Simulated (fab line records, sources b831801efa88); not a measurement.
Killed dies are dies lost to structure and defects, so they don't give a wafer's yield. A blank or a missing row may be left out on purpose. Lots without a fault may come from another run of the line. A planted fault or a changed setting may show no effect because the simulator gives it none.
Which tool did it? | flow sky130 | 14 lots, 42 wafers sampled, at 2 steps of a route of 708

WHAT THE GAUGES READ, wafer by wafer
The record holds no reading of a measuring or inspecting step that can be judged against a usual standard deviation.

WHICH TOOL RAN EACH LOT (tool, then ch and the chambers of the sampled wafers, then the start)
lot  | SKY_FIELD_ISO_WET_ETCH_28      | SKY_PAD_OPEN_PROBE_99
L577 | wet_bench-04 ch 2, day 3 03:36 | -
L579 | wet_bench-01 ch 3, day 3 16:02 | -
L580 | wet_bench-04 ch 2, day 3 16:20 | -
L581 | wet_bench-04 ch 1, day 4 01:37 | prober-02, day 47 22:25
L582 | wet_bench-01 ch 3, day 4 01:41 | prober-01, day 47 14:22
L583 | wet_bench-02 ch 1, day 4 10:08 | prober-02, day 48 14:07
L584 | wet_bench-02 ch 0, day 4 10:25 | prober-01, day 48 12:10
L586 | wet_bench-02 ch 0, day 4 18:27 | prober-01, day 48 17:44
L587 | wet_bench-01 ch 3, day 5 01:23 | prober-02, day 49 13:07
L590 | wet_bench-02 ch 3, day 5 05:34 | -
L595 | wet_bench-01 ch 3, day 6 10:06 | -
L596 | wet_bench-01 ch 0, day 6 13:35 | -
L597 | wet_bench-04 ch 0, day 6 17:23 | -
L598 | wet_bench-04 ch 0, day 6 21:47 | -
- SKY_FIELD_ISO_WET_ETCH_28: etches SiO2 in dHF, target depth 23.7 nm, time 47 s.
- SKY_PAD_OPEN_PROBE_99

WHAT THE TOOLS THEMSELVES READ (means of the sampled wafers that have a number; where no wafer has one, the mark that the record gives instead)
SKY_FIELD_ISO_WET_ETCH_28.
lot  | tool         | bath_heat_duty_pct (%) | run_length_s (s)
L577 | wet_bench-04 | 6.2                    | 79
L579 | wet_bench-01 | 6.4                    | 74
L580 | wet_bench-04 | 6.0                    | 81
L581 | wet_bench-04 | 6.5                    | 80
L582 | wet_bench-01 | 5.8                    | 72
L583 | wet_bench-02 | 6.5                    | 75
L584 | wet_bench-02 | 6.0                    | 74
L586 | wet_bench-02 | 5.6                    | 81
L587 | wet_bench-01 | 6.1                    | 81
L590 | wet_bench-02 | 6.8                    | 75
L595 | wet_bench-01 | 6.0                    | 80
L596 | wet_bench-01 | 6.3                    | 76
L597 | wet_bench-04 | 7.3                    | 109
L598 | wet_bench-04 | 7.7                    | 110

SKY_PAD_OPEN_PROBE_99.
lot  | tool      | killed_at_M0_to_M3 | killed_at_M4_up | killed_at_contacts | killed_at_front_end | killed_at_other | killed_dies | killed_on_rim | killed_open | killed_short
L581 | prober-02 | 47                 | 1.0             | 25                 | 20                  | 0.0             | 93          | 21            | 45          | 48
L582 | prober-01 | 47                 | 2.0             | 16                 | 20                  | 0.0             | 85          | 17            | 54          | 31
L583 | prober-02 | 41                 | 2.3             | 28                 | 17                  | 0.3             | 88          | 16            | 48          | 38
L584 | prober-01 | 37                 | 2.3             | 21                 | 18                  | 0.0             | 78          | 19            | 46          | 32
L586 | prober-01 | 36                 | 3.0             | 30                 | 16                  | 0.3             | 85          | 18            | 48          | 36
L587 | prober-02 | 51                 | 2.7             | 23                 | 13                  | 0.0             | 90          | 15            | 42          | 48

THE ANSWER, worked out from the rows above alone
Rule: what is usual is taken from the lots themselves. Put in order of their means at a reading, lots are off if they are a third of the lots or fewer, leave a main group of 4 or more, and stand apart from it by a gap of 3 or more times the standard deviation of the main group's means; of several such gaps the widest counts. A main group whose means are all the same, to the digits that the tables above print for the reading, isn't used. A lot without any number at a reading at which 4 lots or more have one is off too. The other lots that the step has rows for count as sound. The gauges are gone through in route order, then the tools' own readings, and for those a lot's mean is taken as printed above. The first step at which some lot is off is used, and at that step the reading that is off furthest; a lot without a number counts as furthest.
Off: L597, L598, at SKY_FIELD_ISO_WET_ETCH_28 (run_length_s). The main group: mean 77 s, standard deviation 3.2.
A tool fits if, at that step or a process step before it, it ran every lot that is off, and no sound lot after the first of them. One fits: wet_bench-04 at SKY_FIELD_ISO_WET_ETCH_28. Its last sound lot is L581 (day 4 01:37), its first lot that is off L597 (day 6 17:23): a fault that began between those two fits.
The tool's own readings at SKY_FIELD_ISO_WET_ETCH_28 bear it out: on the lots that are off they differ by more than 5 times the standard deviation of the sound lots' means. run_length_s reads 110 s there against 77 s on the sound lots.

WHAT THE SIMULATOR HAD PUT IN
Process parameter drift: wet_bench-04, from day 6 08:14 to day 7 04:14, at SKY_FIELD_ISO_WET_ETCH_28. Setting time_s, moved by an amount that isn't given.
Lots struck among those shown: L597, L598. The rule above found the same.
